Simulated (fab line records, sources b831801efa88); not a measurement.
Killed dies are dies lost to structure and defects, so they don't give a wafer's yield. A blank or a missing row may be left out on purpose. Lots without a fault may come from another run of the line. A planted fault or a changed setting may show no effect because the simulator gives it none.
Which tool did it? | flow sky130 | 11 lots, 33 wafers sampled, at 5 steps of a route of 708

WHAT THE GAUGES READ, wafer by wafer
The record holds no reading of a measuring or inspecting step that can be judged against a usual standard deviation.

WHICH TOOL RAN EACH LOT (tool, then ch and the chambers of the sampled wafers, then the start)
lot  | SKY_CAPM_SPUTTER_02          | SKY_METAL3_ETCH_16                | SKY_METAL3_METAL_ETCH_18          | SKY_VIA3_HMDS_05                  | SKY_PAD_OPEN_PROBE_99
L179 | pvd_sputter-04, day 35 23:52 | rie_metal-03 ch 0, day 38 05:17   | rie_metal-02 ch 0,1, day 38 05:28 | litho_track-02 ch 0, day 38 18:44 | -
L180 | pvd_sputter-01, day 36 19:41 | rie_metal-04 ch 0,1, day 39 00:24 | rie_metal-03 ch 0,1, day 39 00:31 | litho_track-02 ch 0, day 39 14:28 | prober-01, day 46 05:00
L182 | pvd_sputter-04, day 37 18:58 | rie_metal-03 ch 0,1, day 39 22:36 | rie_metal-04 ch 0,1, day 39 22:45 | litho_track-04 ch 0, day 40 11:17 | prober-02, day 46 22:27
L183 | pvd_sputter-01, day 37 23:41 | rie_metal-02 ch 0,1, day 40 02:39 | rie_metal-03 ch 0, day 40 02:46   | litho_track-04 ch 0, day 40 16:00 | prober-01, day 46 23:45
L188 | pvd_sputter-02, day 40 03:31 | rie_metal-03 ch 1, day 42 05:01   | rie_metal-02 ch 0,1, day 42 05:08 | litho_track-02 ch 0, day 42 18:04 | -
L192 | pvd_sputter-01, day 40 10:07 | rie_metal-03 ch 1, day 42 10:22   | rie_metal-02 ch 0, day 42 10:29   | litho_track-04 ch 0, day 42 23:14 | prober-02, day 48 23:13
L195 | pvd_sputter-02, day 41 05:50 | rie_metal-04 ch 0,1, day 43 05:24 | rie_metal-03 ch 0,1, day 43 05:31 | litho_track-04 ch 0, day 43 16:57 | prober-01, day 49 15:15
L196 | pvd_sputter-02, day 41 14:20 | rie_metal-03 ch 1, day 43 13:47   | rie_metal-04 ch 0,1, day 43 14:00 | litho_track-04 ch 0, day 44 02:29 | prober-02, day 49 21:53
L199 | pvd_sputter-02, day 42 11:22 | rie_metal-04 ch 1, day 44 09:52   | rie_metal-02 ch 0,1, day 44 10:05 | litho_track-02 ch 0, day 44 22:25 | -
L200 | pvd_sputter-04, day 42 17:29 | rie_metal-03 ch 0,1, day 44 16:06 | rie_metal-02 ch 0,1, day 44 16:13 | litho_track-02 ch 0, day 45 04:28 | prober-02, day 50 16:18
L202 | pvd_sputter-04, day 43 03:28 | rie_metal-02 ch 0,1, day 45 01:22 | rie_metal-04 ch 0,1, day 45 01:29 | litho_track-01 ch 0, day 45 12:34 | prober-02, day 50 22:15
- SKY_CAPM_SPUTTER_02: material TiN, target thk 200 nm, time 166.7 s.
- SKY_METAL3_ETCH_16: etches BARC in N2/H2, stops on SiO2, time 88.2 s, target depth 60 nm.
- SKY_METAL3_METAL_ETCH_18: etches the open film in Cl2/BCl3, stops on SiO2, target depth 845 nm, time 183.1 s.
- SKY_VIA3_HMDS_05: prime time 60 s.
- SKY_PAD_OPEN_PROBE_99

WHAT THE TOOLS THEMSELVES READ (means of the sampled wafers that have a number; where no wafer has one, the mark that the record gives instead)
SKY_CAPM_SPUTTER_02. Usual: cathode_dc_power_W 6500.1 W, standard deviation 1.1; chamber_pressure_pa 0.4000 Pa, standard deviation 0.00075; throttle_valve_pct 29.9 %, standard deviation 1.2.
lot  | tool           | cathode_dc_power_W (W) | chamber_pressure_pa (Pa) | throttle_valve_pct (%) | flag
L179 | pvd_sputter-04 | 6499.8                 | 0.4000                   | 29.5                   |
L180 | pvd_sputter-01 | 6500.5                 | 0.3998                   | 30.0                   |
L182 | pvd_sputter-04 | 6500.2                 | 0.4000                   | 30.5                   |
L183 | pvd_sputter-01 | 6500.2                 | 0.4005                   | 28.8                   |
L188 | pvd_sputter-02 | 6501.3                 | 0.4010                   | 29.1                   |
L192 | pvd_sputter-01 | 6500.5                 | 0.3993                   | 30.0                   |
L195 | pvd_sputter-02 | 6499.9                 | 0.4000                   | 29.7                   |
L196 | pvd_sputter-02 | 6499.9                 | 0.4003                   | 29.9                   |
L199 | pvd_sputter-02 | 6500.5                 | 0.3998                   | 29.5                   |
L200 | pvd_sputter-04 | 6499.6                 | 0.3998                   | 29.4                   |
L202 | pvd_sputter-04 | 6500.5                 | 0.4002                   | 30.3                   |

SKY_METAL3_ETCH_16. Usual: drypump_motor_current_A 6.0 A, standard deviation 0.56; oes_product_au 0.626 a.u., standard deviation 0.0046; rf_fwd_power_W 497.3 W, standard deviation 1.5; throttle_valve_pct 13.204 %, standard deviation 0.0091.
lot  | tool         | drypump_motor_current_A (A) | oes_product_au (a.u.) | rf_fwd_power_W (W) | throttle_valve_pct (%) | flag
L179 | rie_metal-03 | 6.6                         | 0.622                 | 495.7              | 13.199                 |
L180 | rie_metal-04 | 6.2                         | 0.619                 | 495.9              | 13.205                 |
L182 | rie_metal-03 | 5.6                         | 0.622                 | 497.4              | 13.199                 |
L183 | rie_metal-02 | 5.8                         | 0.628                 | 499.2              | 13.206                 |
L188 | rie_metal-03 | 5.1                         | 0.627                 | 498.1              | 13.207                 |
L192 | rie_metal-03 | 5.1                         | 0.628                 | 499.1              | 13.197                 |
L195 | rie_metal-04 | 5.9                         | 0.630                 | 495.9              | 13.212                 |
L196 | rie_metal-03 | 5.1                         | 0.628                 | 497.5              | 13.200                 |
L199 | rie_metal-04 | 6.4                         | 0.622                 | 499.1              | 13.195                 |
L200 | rie_metal-03 | 6.1                         | 0.625                 | 497.5              | 13.204                 |
L202 | rie_metal-02 | 6.1                         | 0.632                 | 495.9              | 13.205                 |

SKY_METAL3_METAL_ETCH_18. Usual: drypump_motor_current_A 5.9 A, standard deviation 0.59; oes_product_au 0.866 a.u., standard deviation 0.0061; rf_fwd_power_W 897.3 W, standard deviation 3; throttle_valve_pct 22.265 %, standard deviation 0.01.
lot  | tool         | drypump_motor_current_A (A) | oes_product_au (a.u.) | rf_fwd_power_W (W) | throttle_valve_pct (%) | flag
L179 | rie_metal-02 | 5.8                         | 0.862                 | 896.0              | 22.262                 |
L180 | rie_metal-03 | 6.1                         | 0.863                 | 895.8              | 22.268                 |
L182 | rie_metal-04 | 6.1                         | 0.871                 | 897.4              | 22.263                 |
L183 | rie_metal-03 | 6.6                         | 0.864                 | 896.4              | 22.267                 |
L188 | rie_metal-02 | 5.9                         | 0.872                 | 896.4              | 22.268                 |
L192 | rie_metal-02 | 5.7                         | 0.866                 | 897.6              | 22.266                 |
L195 | rie_metal-03 | 6.1                         | 0.862                 | 898.0              | 22.264                 |
L196 | rie_metal-04 | 6.1                         | 0.866                 | 896.1              | 22.257                 |
L199 | rie_metal-02 | 5.8                         | 0.861                 | 898.4              | 22.256                 |
L200 | rie_metal-02 | 5.9                         | 0.866                 | 892.4              | 22.274                 |
L202 | rie_metal-04 | 5.9                         | 0.870                 | 901.3              | 22.259                 |

SKY_VIA3_HMDS_05. Usual: chill_plate_temp_C 22.99 C, standard deviation 0.11; prime_temp_c 119.99 C, standard deviation 0.14.
lot  | tool           | chill_plate_temp_C (C) | prime_temp_c (C) | flag
L179 | litho_track-02 | 22.87                  | 119.97           |
L180 | litho_track-02 | 22.93                  | 119.90           |
L182 | litho_track-04 | 23.10                  | 119.85           |
L183 | litho_track-04 | 22.99                  | 120.04           |
L188 | litho_track-02 | 23.00                  | 119.86           |
L192 | litho_track-04 | 22.88                  | 120.01           |
L195 | litho_track-04 | 23.11                  | 118.77           | OFF
L196 | litho_track-04 | 23.14                  | 118.86           | OFF
L199 | litho_track-02 | 22.85                  | 119.82           |
L200 | litho_track-02 | 22.82                  | 119.99           |
L202 | litho_track-01 | 22.89                  | 119.92           |

SKY_PAD_OPEN_PROBE_99. Usual: defect_limited_yield 82.3 %, standard deviation 2; killed_at_M0_to_M3 44, standard deviation 7.5; killed_at_M4_up 2.9, standard deviation 1.8; killed_at_contacts 24, standard deviation 5.1; killed_at_front_end 16, standard deviation 4.7; killed_at_other 0.3, standard deviation 0.46; killed_dies 87, standard deviation 9.9; killed_open 47, standard deviation 8; killed_short 39, standard deviation 6.3; sort_bin_3_pad_short 0.8 %, standard deviation 0.43; sort_bin_5_function 10.6 %, standard deviation 1.6; sort_bin_6_memory 6.3 %, standard deviation 1.1; sort_n_pass 405, standard deviation 9.9; sort_yield_pct 82.3 %, standard deviation 2.
lot  | tool      | defect_limited_yield (%) | killed_at_M0_to_M3 | killed_at_M4_up | killed_at_contacts | killed_at_front_end | killed_at_other | killed_dies | killed_open | killed_short | sort_bin_3_pad_short (%) | sort_bin_5_function (%) | sort_bin_6_memory (%) | sort_n_pass | sort_yield_pct (%) | flag
L180 | prober-01 | 80.6                     | 55                 | 2.7             | 21                 | 16                  | 0.3             | 96          | 50          | 46           | 1.2                      | 12.2                    | 6.0                   | 396         | 80.6               |
L182 | prober-02 | 82.3                     | 50                 | 1.7             | 23                 | 12                  | 0.7             | 87          | 47          | 39           | 0.5                      | 11.0                    | 6.2                   | 405         | 82.3               |
L183 | prober-01 | 82.6                     | 50                 | 1.7             | 21                 | 12                  | 1.0             | 86          | 42          | 42           | 0.7                      | 10.2                    | 6.4                   | 406         | 82.6               |
L192 | prober-02 | 81.2                     | 49                 | 2.7             | 28                 | 12                  | 0.0             | 92          | 55          | 37           | 0.9                      | 11.0                    | 6.9                   | 400         | 81.2               |
L195 | prober-01 | 82.7                     | 49                 | 3.0             | 19                 | 14                  | 0.0             | 85          | 50          | 35           | 0.8                      | 10.3                    | 6.2                   | 407         | 82.7               |
L196 | prober-02 | 79.9                     | 53                 | 1.3             | 32                 | 12                  | 0.3             | 99          | 58          | 41           | 0.7                      | 12.9                    | 6.5                   | 393         | 79.9               |
L200 | prober-02 | 84.4                     | 44                 | 2.3             | 21                 | 9                   | 0.0             | 77          | 42          | 35           | 0.9                      | 8.7                     | 6.0                   | 415         | 84.4               |
L202 | prober-02 | 81.6                     | 42                 | 2.0             | 26                 | 20                  | 0.3             | 91          | 52          | 38           | 0.9                      | 10.9                    | 6.6                   | 401         | 81.6               |

THE ANSWER, worked out from the rows above alone
Rule: a lot is off if the mean of its wafers that have a number lies more than 3 standard deviations from the usual mean. A lot without any number at a reading at which 4 lots or more have one is off too. The other lots that the step has rows for count as sound. The gauges are gone through in route order, then the tools' own readings, and for those a lot's mean is taken as printed above. The first step at which some lot is off is used, and at that step the reading that is off furthest; a lot without a number counts as furthest.
Off: L195, L196, at SKY_VIA3_HMDS_05 (prime_temp_c).
A tool fits if, at that step or a process step before it, it ran every lot that is off, and no sound lot after the first of them. One fits: litho_track-04 at SKY_VIA3_HMDS_05. Its last sound lot is L192 (day 42 23:14), its first lot that is off L195 (day 43 16:57): a fault that began between those two fits.
The tool's own readings at SKY_VIA3_HMDS_05 bear it out: on the lots that are off they differ by more than 5 times the standard deviation of the sound lots' means. prime_temp_c reads 118.81 C there against 119.93 C on the sound lots.

WHAT THE SIMULATOR HAD PUT IN
Process parameter drift: litho_track-04, from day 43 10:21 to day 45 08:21, at SKY_VIA3_HMDS_05. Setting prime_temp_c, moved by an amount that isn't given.
Lots struck among those shown: L195, L196. The rule above found the same.
